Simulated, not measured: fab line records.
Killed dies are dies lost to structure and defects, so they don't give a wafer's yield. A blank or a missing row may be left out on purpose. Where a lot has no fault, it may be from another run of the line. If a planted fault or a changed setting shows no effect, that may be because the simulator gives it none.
Shared-tool check ; flow gf180mcu ; 36 wafers sampled across 12 lots

## REASON IT WAS OPENED
At GF_VT_IMPLANT_RS_MEAS_48 the reading LVPWELL_RS is flagged on 2 of 12 lots. No-fault wafers: 1195.8 ohm/sq, standard deviation 2.6.
Rule: a lot gets a flag if all its wafers with a number sit over 4 standard deviations from that mean, or if no wafer of it has a number. All remaining lots are regarded as sound.

lot;measured;on;LVPWELL_RS (ohm/sq), wafer by wafer;flag
L507;day 7 14:30;filmMetro-01;1193.7 1196.0 1193.9;
L508;day 7 18:28;filmMetro-04;1200.3 1196.1 1198.3;
L509;day 8 02:48;filmMetro-04;1194.6 1198.1 1195.1;
L510;day 8 10:08;filmMetro-04;1192.9 1194.6 1197.1;
L513;day 9 08:38;filmMetro-02;1114.7 1109.8 1113.6;FLAGGED
L514;day 9 16:35;filmMetro-02;1195.0 1196.3 1196.4;
L515;day 9 23:40;filmMetro-02;1111.5 1112.0 1114.3;FLAGGED
L517;day 10 12:00;filmMetro-01;1193.6 1194.5 1194.7;
L524;day 12 08:51;filmMetro-01;1195.9 1200.0 1199.4;
L525;day 12 17:34;filmMetro-01;1196.4 1200.0 1196.5;
L528;day 13 13:05;filmMetro-01;1193.7 1191.4 1194.9;
L529;day 13 18:24;filmMetro-01;1190.1 1196.3 1189.9;
The numbers of the flagged lots are 1112.7 ohm/sq on average: -83.1 ohm/sq against the usual, or -32 standard deviations.

## LOT BY LOT: THE TOOL USED
2 process steps preceding the reading are held in the record, out of 602 steps in the route. Each cell gives the tool, then ch followed by the chambers the sampled wafers passed through, then the start.
lot;flag;GF_DNWELL_STRIP_08;GF_LVPWELL_IMPLANT_09
L507;;plasmaAsher-03 ch 0,1, day 2 19:41;implanter-01 ch 0, day 3 21:53
L508;;plasmaAsher-04 ch 0,1, day 3 00:13;implanter-02 ch 0, day 4 01:47
L509;;plasmaAsher-01 ch 0,1, day 3 05:58;implanter-01 ch 0, day 4 08:26
L510;;plasmaAsher-01 ch 0,1, day 3 11:26;implanter-02 ch 0, day 4 13:32
L513;FLAGGED;plasmaAsher-01 ch 0,1, day 4 05:20;implanter-02 ch 0, day 5 08:55
L514;;plasmaAsher-01 ch 0,1, day 4 09:20;implanter-01 ch 0, day 5 14:01
L515;FLAGGED;plasmaAsher-01 ch 0,1, day 4 15:58;implanter-02 ch 0, day 5 20:20
L517;;plasmaAsher-01 ch 0,1, day 5 01:29;implanter-01 ch 0, day 6 05:47
L524;;plasmaAsher-01 ch 0,1, day 6 12:14;implanter-01 ch 0, day 7 20:18
L525;;plasmaAsher-01 ch 0,1, day 6 19:01;implanter-01 ch 0, day 8 02:58
L528;;plasmaAsher-04 ch 0,1, day 7 09:35;implanter-01 ch 0, day 8 18:23
L529;;plasmaAsher-01 ch 0,1, day 7 14:50;implanter-01 ch 0, day 9 00:48
What these steps do:
- GF_DNWELL_STRIP_08: strips in O2/N2.
- GF_LVPWELL_IMPLANT_09
- GF_VT_IMPLANT_RS_MEAS_48: measures by four-point-probe.

## FLAGGED OVER TOTAL, TOOL BY TOOL (the gauges that took the reading come last)
step;tool;lots run;flagged;share of the flagged lots;sound lots run after its first flagged lot
GF_DNWELL_STRIP_08;plasmaAsher-01;9;2;all;5 (L514,L517,L524,L525,L529)
GF_DNWELL_STRIP_08;plasmaAsher-03;1;0;none;-
GF_DNWELL_STRIP_08;plasmaAsher-04;2;0;none;-
GF_LVPWELL_IMPLANT_09;implanter-01;8;0;none;-
GF_LVPWELL_IMPLANT_09;implanter-02;4;2;all;0
GF_VT_IMPLANT_RS_MEAS_48;filmMetro-01;6;0;none;-
GF_VT_IMPLANT_RS_MEAS_48;filmMetro-02;3;2;all;1 (L514)
GF_VT_IMPLANT_RS_MEAS_48;filmMetro-04;3;0;none;-

## WHAT THE TABLE PERMITS
Every flagged lot was run by 3 rows of the table: plasmaAsher-01 at GF_DNWELL_STRIP_08, implanter-02 at GF_LVPWELL_IMPLANT_09 and filmMetro-02 at GF_VT_IMPLANT_RS_MEAS_48.
- plasmaAsher-01 at GF_DNWELL_STRIP_08 ran 9 lots, 2 of them flagged. Sound lots ran on it after the first flagged one (L514, L517, L524, L525, L529), which a lasting fault on the whole tool wouldn't allow.
- implanter-02 at GF_LVPWELL_IMPLANT_09 ran 4 lots, 2 of them flagged. It ran its last sound lot, L510, at day 4 13:32 and its first flagged lot, L513, at day 5 08:55: a fault with its onset between the two fits. Its own readings (doseIonsCm2, faradayCurrentUA) fall more than 4 standard deviations out on all wafers of the flagged lots.
- filmMetro-02 at GF_VT_IMPLANT_RS_MEAS_48 ran 3 lots, 2 of them flagged. Sound lots ran on it after the first flagged one (L514), which a lasting fault on the whole tool wouldn't allow.
Just one tool remains: implanter-02 at GF_LVPWELL_IMPLANT_09.

## WHAT THE SIMULATOR HAD PUT IN
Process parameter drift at GF_LVPWELL_IMPLANT_09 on implanter-02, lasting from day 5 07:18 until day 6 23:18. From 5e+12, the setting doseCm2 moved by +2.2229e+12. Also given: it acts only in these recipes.
Shown lots that were struck: L513, L515. This agrees with what the rule above found.
